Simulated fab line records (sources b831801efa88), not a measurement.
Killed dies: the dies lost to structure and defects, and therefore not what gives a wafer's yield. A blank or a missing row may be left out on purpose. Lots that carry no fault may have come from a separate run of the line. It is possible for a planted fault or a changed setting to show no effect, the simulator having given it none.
Split-lot trial :: flow sfqLine :: 5 lots, 23 wafers read, on a route of 325 steps

## THE SPLIT
At SFQ_TRILAYER_I5_LITHO_COAT_144 (resist thk 650 nm), the setting spinRpm was moved away from the recipe's 3000 rpm on 9 of the 23 wafers read, by -7.3% to +7.3%. The other wafers ran this setting at the recipe's value.

The split's own step is where the reading is taken.

## THE READING
KrF_of_TRILAYER_I5_LITHO_COAT_144.thkNm (the simulator's own value, which no gauge read), in nm, at SFQ_TRILAYER_I5_LITHO_COAT_144 (resist thk 650 nm). The file gives no usual value for it. Average 649.2 nm, standard deviation 1 nm, over the 14 wafers here run with the recipe.

wafer: L074.1
tool, chamber at the split: lithoTrack-03, 0
spinRpm as run, rpm: 3220
against the recipe: +7.3%
KrF_of_TRILAYER_I5_LITHO_COAT_144.thkNm, nm: 625
against lot-mates on the recipe: -23.6

wafer: L074.2
tool, chamber at the split: lithoTrack-03, 0
spinRpm as run, rpm: 3000
against the recipe: recipe
KrF_of_TRILAYER_I5_LITHO_COAT_144.thkNm, nm: 648
against lot-mates on the recipe: -

wafer: L074.3
tool, chamber at the split: lithoTrack-03, 0
spinRpm as run, rpm: 3000
against the recipe: recipe
KrF_of_TRILAYER_I5_LITHO_COAT_144.thkNm, nm: 648.9
against lot-mates on the recipe: -

wafer: L074.4
tool, chamber at the split: lithoTrack-03, 0
spinRpm as run, rpm: 3220
against the recipe: +7.3%
KrF_of_TRILAYER_I5_LITHO_COAT_144.thkNm, nm: 628.2
against lot-mates on the recipe: -20.4

wafer: L074.5
tool, chamber at the split: lithoTrack-03, 0
spinRpm as run, rpm: 3000
against the recipe: recipe
KrF_of_TRILAYER_I5_LITHO_COAT_144.thkNm, nm: 649
against lot-mates on the recipe: -

wafer: L075.1
tool, chamber at the split: lithoTrack-01, 0
spinRpm as run, rpm: 3000
against the recipe: recipe
KrF_of_TRILAYER_I5_LITHO_COAT_144.thkNm, nm: 646.7
against lot-mates on the recipe: -

wafer: L075.2
tool, chamber at the split: lithoTrack-01, 0
spinRpm as run, rpm: 3000
against the recipe: recipe
KrF_of_TRILAYER_I5_LITHO_COAT_144.thkNm, nm: 648.9
against lot-mates on the recipe: -

wafer: L075.4
tool, chamber at the split: lithoTrack-01, 0
spinRpm as run, rpm: 3000
against the recipe: recipe
KrF_of_TRILAYER_I5_LITHO_COAT_144.thkNm, nm: 649.9
against lot-mates on the recipe: -

wafer: L079.1
tool, chamber at the split: lithoTrack-04, 0
spinRpm as run, rpm: 2780
against the recipe: -7.3%
KrF_of_TRILAYER_I5_LITHO_COAT_144.thkNm, nm: 674.3
against lot-mates on the recipe: +24.6

wafer: L079.3
tool, chamber at the split: lithoTrack-04, 0
spinRpm as run, rpm: 3000
against the recipe: recipe
KrF_of_TRILAYER_I5_LITHO_COAT_144.thkNm, nm: 650.2
against lot-mates on the recipe: -

wafer: L079.4
tool, chamber at the split: lithoTrack-04, 0
spinRpm as run, rpm: 2780
against the recipe: -7.3%
KrF_of_TRILAYER_I5_LITHO_COAT_144.thkNm, nm: 675.9
against lot-mates on the recipe: +26.2

wafer: L079.5
tool, chamber at the split: lithoTrack-04, 0
spinRpm as run, rpm: 3000
against the recipe: recipe
KrF_of_TRILAYER_I5_LITHO_COAT_144.thkNm, nm: 648.9
against lot-mates on the recipe: -

wafer: L079.6
tool, chamber at the split: lithoTrack-04, 0
spinRpm as run, rpm: 3000
against the recipe: recipe
KrF_of_TRILAYER_I5_LITHO_COAT_144.thkNm, nm: 649.9
against lot-mates on the recipe: -

wafer: L081.2
tool, chamber at the split: lithoTrack-01, 0
spinRpm as run, rpm: 2844
against the recipe: -5.2%
KrF_of_TRILAYER_I5_LITHO_COAT_144.thkNm, nm: 669.1
against lot-mates on the recipe: +19.8

wafer: L081.3
tool, chamber at the split: lithoTrack-01, 0
spinRpm as run, rpm: 3000
against the recipe: recipe
KrF_of_TRILAYER_I5_LITHO_COAT_144.thkNm, nm: 649.3
against lot-mates on the recipe: -

wafer: L081.5
tool, chamber at the split: lithoTrack-01, 0
spinRpm as run, rpm: 3000
against the recipe: recipe
KrF_of_TRILAYER_I5_LITHO_COAT_144.thkNm, nm: 649.3
against lot-mates on the recipe: -

wafer: L081.4
tool, chamber at the split: lithoTrack-01, 0
spinRpm as run, rpm: 2844
against the recipe: -5.2%
KrF_of_TRILAYER_I5_LITHO_COAT_144.thkNm, nm: 667.6
against lot-mates on the recipe: +18.3

wafer: L081.6
tool, chamber at the split: lithoTrack-01, 0
spinRpm as run, rpm: 2844
against the recipe: -5.2%
KrF_of_TRILAYER_I5_LITHO_COAT_144.thkNm, nm: 666.8
against lot-mates on the recipe: +17.5

wafer: L084.1
tool, chamber at the split: lithoTrack-04, 0
spinRpm as run, rpm: 3102
against the recipe: +3.4%
KrF_of_TRILAYER_I5_LITHO_COAT_144.thkNm, nm: 637.2
against lot-mates on the recipe: -12.6

wafer: L084.2
tool, chamber at the split: lithoTrack-04, 0
spinRpm as run, rpm: 3102
against the recipe: +3.4%
KrF_of_TRILAYER_I5_LITHO_COAT_144.thkNm, nm: 635.9
against lot-mates on the recipe: -13.9

wafer: L084.3
tool, chamber at the split: lithoTrack-04, 0
spinRpm as run, rpm: 3000
against the recipe: recipe
KrF_of_TRILAYER_I5_LITHO_COAT_144.thkNm, nm: 650.4
against lot-mates on the recipe: -

wafer: L084.4
tool, chamber at the split: lithoTrack-04, 0
spinRpm as run, rpm: 3000
against the recipe: recipe
KrF_of_TRILAYER_I5_LITHO_COAT_144.thkNm, nm: 648.5
against lot-mates on the recipe: -

wafer: L084.5
tool, chamber at the split: lithoTrack-04, 0
spinRpm as run, rpm: 3000
against the recipe: recipe
KrF_of_TRILAYER_I5_LITHO_COAT_144.thkNm, nm: 650.6
against lot-mates on the recipe: -

FIT RESULTS
A straight line over all 23 wafers: KrF_of_TRILAYER_I5_LITHO_COAT_144.thkNm changes by -3.4 nm for each +1% of spinRpm; r = -0.99; the points scatter about the line by 1.4 nm.
The same after taking each lot's own level away (the mean of its wafers on the recipe; 23 wafers): -3.36 nm for each +1%; r = -0.99; scatter 1.4 nm.
According to that fit, moving spinRpm by its largest amount changes the reading by 25 nm.
From 648.50 to 649.83 nm: that is the span of the lots' own levels, equal to 1.3 times the standard deviation above.
The two slopes are in agreement: the lot-to-lot level therefore moves the slope only a little.
Check: for one of the wafers moved furthest among these (-7.3%), held out of the fit, the line's prediction against its lot-mates is +25 nm. Against them it came out at +24.6 nm.

## OTHER SPLITS ON THESE WAFERS
These wafers also went through other splits before the reading. Each is held against what the fit with the lots' levels taken away leaves over:
other split on the same wafers: SFQ_TRILAYER_M5_LITHO_EXPOSE_124 doseMj
wafers away from the commonest value: 10
r with KrF_of_TRILAYER_I5_LITHO_COAT_144.thkNm (lot level and that fit taken away): +0.21

other split on the same wafers: SFQ_TRILAYER_A5B_DEP_PECVD_129 timeS
wafers away from the commonest value: 8
r with KrF_of_TRILAYER_I5_LITHO_COAT_144.thkNm (lot level and that fit taken away): -0.07

other split on the same wafers: SFQ_TRILAYER_R5_DEP_SPUTTER_132 timeS
wafers away from the commonest value: 6
r with KrF_of_TRILAYER_I5_LITHO_COAT_144.thkNm (lot level and that fit taken away): -0.21

other split on the same wafers: SFQ_TRILAYER_R5_LITHO_PEB_139 pebTimeS
wafers away from the commonest value: 6
r with KrF_of_TRILAYER_I5_LITHO_COAT_144.thkNm (lot level and that fit taken away): +0.30

## THE FILE'S OWN FIT
KrF_of_TRILAYER_I5_LITHO_COAT_144.thkNm changes by -3.35 nm for each +1% of spinRpm, r = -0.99.
